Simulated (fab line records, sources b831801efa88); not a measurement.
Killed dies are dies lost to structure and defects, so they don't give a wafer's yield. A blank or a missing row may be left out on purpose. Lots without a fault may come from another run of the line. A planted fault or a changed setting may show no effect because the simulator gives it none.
Which tool did it? | flow gf180mcu | 12 lots, 36 wafers sampled, at 5 steps of a route of 602

WHAT THE GAUGES READ, wafer by wafer
GF_HV_LDD_OVL_MEAS_20.
lot  | measured     | on         | HV_LDD_01_OVL (nm)
L884 | day 11 21:47 | overlay-01 | -0.8 -0.4 0.9
L885 | day 12 10:26 | overlay-01 | -2.7 -1.6 -0.9
L887 | day 12 19:56 | overlay-01 | 1.4 1.3 1.4
L888 | day 13 05:50 | overlay-01 | -0.9 -1.1 0.3
L890 | day 13 08:35 | overlay-02 | 0.8 1.5 0.0
L896 | day 14 23:25 | overlay-01 | 1.8 0.6 1.6
L898 | day 15 19:05 | overlay-02 | -1.1 0.1 0.5
L900 | day 16 12:16 | overlay-01 | -1.8 -0.8 -1.2
L902 | day 16 21:35 | overlay-01 | 1.4 0.5 0.6
L901 | day 16 22:14 | overlay-01 | -1.4 -0.3 -1.2
L903 | day 17 05:41 | overlay-01 | 1.3 1.1 0.9
L904 | day 17 16:25 | overlay-01 | 0.1 -0.6 0.0

GF_PSD_RS_MEAS_14: measures by four-point-probe.
lot  | measured     | on            | NSD_RS (ohm/sq)
L884 | day 14 21:17 | film_metro-03 | 46.09 45.93 45.96
L885 | day 15 09:23 | film_metro-01 | 46.13 46.10 45.99
L887 | day 15 20:43 | film_metro-01 | - - -
L888 | day 16 14:37 | film_metro-03 | - - -
L890 | day 16 19:38 | film_metro-01 | 46.10 46.12 46.11
L896 | day 19 01:55 | film_metro-01 | 46.02 46.09 46.15
L898 | day 19 20:47 | film_metro-03 | 46.09 46.04 46.11
L900 | day 20 10:02 | film_metro-03 | 46.17 46.12 46.12
L902 | day 21 00:16 | film_metro-02 | 46.07 46.09 46.17
L901 | day 21 00:21 | film_metro-01 | 46.15 46.13 46.19
L903 | day 21 06:57 | film_metro-02 | 46.25 46.24 46.10
L904 | day 21 19:52 | film_metro-03 | 45.97 46.11 46.00

WHICH TOOL RAN EACH LOT (tool, then ch and the chambers of the sampled wafers, then the start)
lot  | GF_HV_LDD_STRIP_37                   | GF_HV_LDD_ETCHBACK_58              | GF_NSD_IMPLANT_09
L884 | plasma_asher-04 ch 0, day 12 16:56   | rie_diel-03 ch 0,3, day 13 11:10   | implanter-04 ch 0, day 13 23:58
L885 | plasma_asher-04 ch 0,1, day 13 03:09 | rie_diel-03 ch 0,1,2, day 13 17:14 | implanter-04 ch 0, day 14 11:02
L887 | plasma_asher-02 ch 0,1, day 13 09:49 | rie_diel-03 ch 0,1,2, day 14 00:58 | implanter-04 ch 0, day 14 21:53
L888 | plasma_asher-01 ch 0,1, day 13 17:59 | rie_diel-01 ch 0,1,3, day 14 17:54 | implanter-04 ch 0, day 15 15:04
L890 | plasma_asher-04 ch 0,1, day 13 20:41 | rie_diel-02 ch 0,1,3, day 14 22:03 | implanter-03 ch 0, day 15 20:00
L896 | plasma_asher-04 ch 0,1, day 15 22:42 | rie_diel-01 ch 0,1,3, day 17 02:02 | implanter-03 ch 0, day 18 00:39
L898 | plasma_asher-04 ch 0,1, day 16 18:26 | rie_diel-03 ch 1,2,3, day 17 19:51 | implanter-03 ch 0, day 18 20:43
L900 | plasma_asher-04 ch 0,1, day 17 10:36 | rie_diel-01 ch 0,3, day 18 13:20   | implanter-04 ch 0, day 19 12:46
L902 | plasma_asher-02 ch 0,1, day 17 21:01 | rie_diel-03 ch 0,3, day 19 00:59   | implanter-02 ch 0, day 19 23:47
L901 | plasma_asher-01 ch 0,1, day 17 21:48 | rie_diel-02 ch 1,2, day 19 01:22   | implanter-03 ch 0, day 20 00:04
L903 | plasma_asher-01 ch 0,1, day 18 05:37 | rie_diel-02 ch 1,2,3, day 19 08:44 | implanter-04 ch 0, day 20 06:08
L904 | plasma_asher-01 ch 0,1, day 18 17:40 | rie_diel-02 ch 1,2,3, day 19 20:35 | implanter-04 ch 0, day 20 19:17
- GF_HV_LDD_STRIP_37: strips in O2/N2.
- GF_HV_LDD_ETCHBACK_58: etches Si3N4 in CH3F/O2, stops on SiO2, time 100 s, target depth 90 nm.
- GF_NSD_IMPLANT_09

WHAT THE TOOLS THEMSELVES READ (means of the sampled wafers that have a number; where no wafer has one, the mark that the record gives instead)
GF_HV_LDD_STRIP_37.
lot  | tool            | chamber_pressure_mTorr (mTorr) | drypump_motor_current_A (A) | heater_power_w (W) | oes_product_au (a.u.) | strip_time_to_endpoint_s (s)
L884 | plasma_asher-04 | 1499.8                         | 5.80                        | 334                | 0.712                 | 12.63
L885 | plasma_asher-04 | 1499.4                         | 5.60                        | 323                | 0.716                 | 12.66
L887 | plasma_asher-02 | 1499.8                         | 5.99                        | 330                | 0.714                 | 12.66
L888 | plasma_asher-01 | 1500.0                         | 5.60                        | 329                | 0.718                 | 12.65
L890 | plasma_asher-04 | 1498.9                         | 5.60                        | 323                | 0.710                 | 12.63
L896 | plasma_asher-04 | 1499.0                         | 5.70                        | 329                | 0.714                 | 12.62
L898 | plasma_asher-04 | 1500.3                         | 5.60                        | 316                | 0.718                 | 12.64
L900 | plasma_asher-04 | 1500.6                         | 5.70                        | 337                | 0.716                 | 12.65
L902 | plasma_asher-02 | 1500.0                         | 5.75                        | 331                | 0.717                 | 12.58
L901 | plasma_asher-01 | 1500.3                         | 5.68                        | 355                | 0.712                 | 12.64
L903 | plasma_asher-01 | 1501.5                         | 5.58                        | 324                | 0.713                 | 12.60
L904 | plasma_asher-01 | 1499.9                         | 5.67                        | 354                | 0.713                 | 12.63

GF_HV_LDD_ETCHBACK_58.
lot  | tool        | ch3f_flow_sccm (sccm) | chamber_pressure_mTorr (mTorr) | drypump_motor_current_A (A) | oes_product_au (a.u.) | throttle_valve_pct (%)
L884 | rie_diel-03 | 39.98                 | 24.991                         | 6.2                         | 0.831                 | 10.561
L885 | rie_diel-03 | 39.93                 | 24.974                         | 5.9                         | 0.835                 | 10.565
L887 | rie_diel-03 | 39.90                 | 25.024                         | 5.9                         | 0.847                 | 10.557
L888 | rie_diel-01 | 39.92                 | 24.994                         | 5.2                         | 0.848                 | 10.571
L890 | rie_diel-02 | 40.04                 | 25.017                         | 5.7                         | 0.849                 | 10.555
L896 | rie_diel-01 | 39.95                 | 24.988                         | 5.2                         | 0.848                 | 10.565
L898 | rie_diel-03 | 40.06                 | 25.006                         | 5.7                         | 0.845                 | 10.560
L900 | rie_diel-01 | 40.07                 | 24.987                         | 5.2                         | 0.841                 | 10.558
L902 | rie_diel-03 | 39.97                 | 25.008                         | 6.0                         | 0.850                 | 10.566
L901 | rie_diel-02 | 40.00                 | 25.002                         | 5.7                         | 0.849                 | 10.558
L903 | rie_diel-02 | 40.04                 | 25.020                         | 5.7                         | 0.849                 | 10.561
L904 | rie_diel-02 | 39.95                 | 25.003                         | 5.7                         | 0.847                 | 10.544

GF_NSD_IMPLANT_09.
lot  | tool         | tilt_deg (degrees)
L884 | implanter-04 | 7.008
L885 | implanter-04 | 7.009
L887 | implanter-04 | 5.911
L888 | implanter-04 | 5.895
L890 | implanter-03 | 6.975
L896 | implanter-03 | 6.987
L898 | implanter-03 | 6.992
L900 | implanter-04 | 6.988
L902 | implanter-02 | 7.013
L901 | implanter-03 | 7.000
L903 | implanter-04 | 7.013
L904 | implanter-04 | 6.981

THE ANSWER, worked out from the rows above alone
Rule: what is usual is taken from the lots themselves. Put in order of their means at a reading, lots are off if they are a third of the lots or fewer, leave a main group of 4 or more, and stand apart from it by a gap of 3 or more times the standard deviation of the main group's means; of several such gaps the widest counts. A main group whose means are all the same, to the digits that the tables above print for the reading, isn't used. A lot without any number at a reading at which 4 lots or more have one is off too. The other lots that the step has rows for count as sound. The gauges are gone through in route order, then the tools' own readings, and for those a lot's mean is taken as printed above. The first step at which some lot is off is used, and at that step the reading that is off furthest; a lot without a number counts as furthest.
Off: L887, L888, at GF_PSD_RS_MEAS_14 (NSD_RS). Without a number there: L887, L888. The main group: mean 46.10 ohm/sq, standard deviation 0.057.
A tool fits if, at a process step before that reading, it ran every lot that is off, and no sound lot after the first of them. The gauges at GF_PSD_RS_MEAS_14 aren't tried: what is off there is off at GF_NSD_IMPLANT_09 too, on other tools, and a gauge's error can't cause that. None of those tried fits.

WHAT THE SIMULATOR HAD PUT IN
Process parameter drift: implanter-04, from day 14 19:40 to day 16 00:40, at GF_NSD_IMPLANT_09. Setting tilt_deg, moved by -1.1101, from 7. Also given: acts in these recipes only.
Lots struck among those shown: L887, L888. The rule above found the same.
